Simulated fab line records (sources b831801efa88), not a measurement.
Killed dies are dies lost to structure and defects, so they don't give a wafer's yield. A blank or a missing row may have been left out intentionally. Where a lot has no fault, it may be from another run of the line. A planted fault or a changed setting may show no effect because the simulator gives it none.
Matching of chambers | flow sky130 | rie_diel-03 running SKY_PASSIVATION_ETCH_11: 4 sister chambers
The step etches the open film in CF4/O2, stops on AlCu, target depth 725 nm, time 161.1 s. 16 wafers are shown with their chamber, then 8 later ones without.

== EACH WAFER AND ITS CHAMBER ==
wafer  | chamber | drypump_motor_current_A (A) | oes_product_au (a.u.) | rf_fwd_power_W (W)
L428.1 | 1       | 6.0                         | 0.972                 | 799.4
L428.3 | 3       | 5.5                         | 0.963                 | 798.5
L428.6 | 1       | 5.9                         | 0.983                 | 796.9
L430.2 | 1       | 5.9                         | 0.957                 | 799.7
L430.4 | 0       | 6.0                         | 0.978                 | 798.6
L430.6 | 0       | 6.0                         | 0.979                 | 796.6
L431.2 | 1       | 5.9                         | 0.974                 | 797.2
L431.4 | 2       | 5.7                         | 0.980                 | 797.3
L431.6 | 2       | 5.7                         | 0.991                 | 796.9
L434.2 | 2       | 5.7                         | 0.968                 | 793.5
L434.5 | 2       | 5.7                         | 0.974                 | 797.9
L434.6 | 3       | 5.5                         | 0.975                 | 798.2
L435.2 | 3       | 5.5                         | 0.978                 | 799.1
L435.3 | 0       | 6.1                         | 0.980                 | 793.5
L435.6 | 2       | 5.7                         | 0.974                 | 801.1
L436.1 | 3       | 5.5                         | 0.982                 | 794.2

SIGNATURES (means of the wafers above)
reading                 | chamber 0 | chamber 1 | chamber 2 | chamber 3 | scatter within a chamber
drypump_motor_current_A | 6.033     | 5.925     | 5.700     | 5.500     | 0.0344
oes_product_au          | 0.97900   | 0.97150   | 0.97740   | 0.97450   | 0.00844
rf_fwd_power_W          | 796.233   | 798.300   | 797.340   | 797.500   | 2.31
Rule: for a wafer and a chamber, the distance is found by dividing, reading by reading, the gap between the wafer's reading and the chamber's mean by the reading's scatter, squaring, summing and taking the root. If the next closest chamber is less than 2 further off than the closest, the wafer can't be placed; otherwise it belongs to the closest. The scatter: the root of (the sum of the squares of (reading less its chamber's mean) over the shown wafers, divided by (wafers less chambers)).

== WAFERS WITHOUT THEIR CHAMBER ==
wafer  | drypump_motor_current_A (A) | oes_product_au (a.u.) | rf_fwd_power_W (W)
L436.2 | 6.0                         | 0.979                 | 795.6
L436.3 | 5.6                         | 0.972                 | 794.4
L445.2 | 5.5                         | 0.974                 | 798.7
L445.3 | 5.7                         | 0.977                 | 799.1
L445.5 | 5.5                         | 0.989                 | 797.2
L451.1 | 5.5                         | 0.978                 | 799.4
L451.3 | 5.7                         | 0.989                 | 794.0
L451.6 | 5.9                         | 0.965                 | 794.0

== EACH ONE'S CHAMBER ==
wafer  | from the rows above     | in truth
L436.2 | can't be placed: 0 or 1 | 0
L436.3 | can't be placed: 3 or 2 | 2
L445.2 | 3                       | 3
L445.3 | 2                       | 2
L445.5 | 3                       | 3
L451.1 | 3                       | 3
L451.3 | 2                       | 2
L451.6 | 1                       | 1
Correctly placed: 6 of 8. Not placeable from these rows: 2 (in 2, the candidates include the true chamber). 0 placed wrongly.
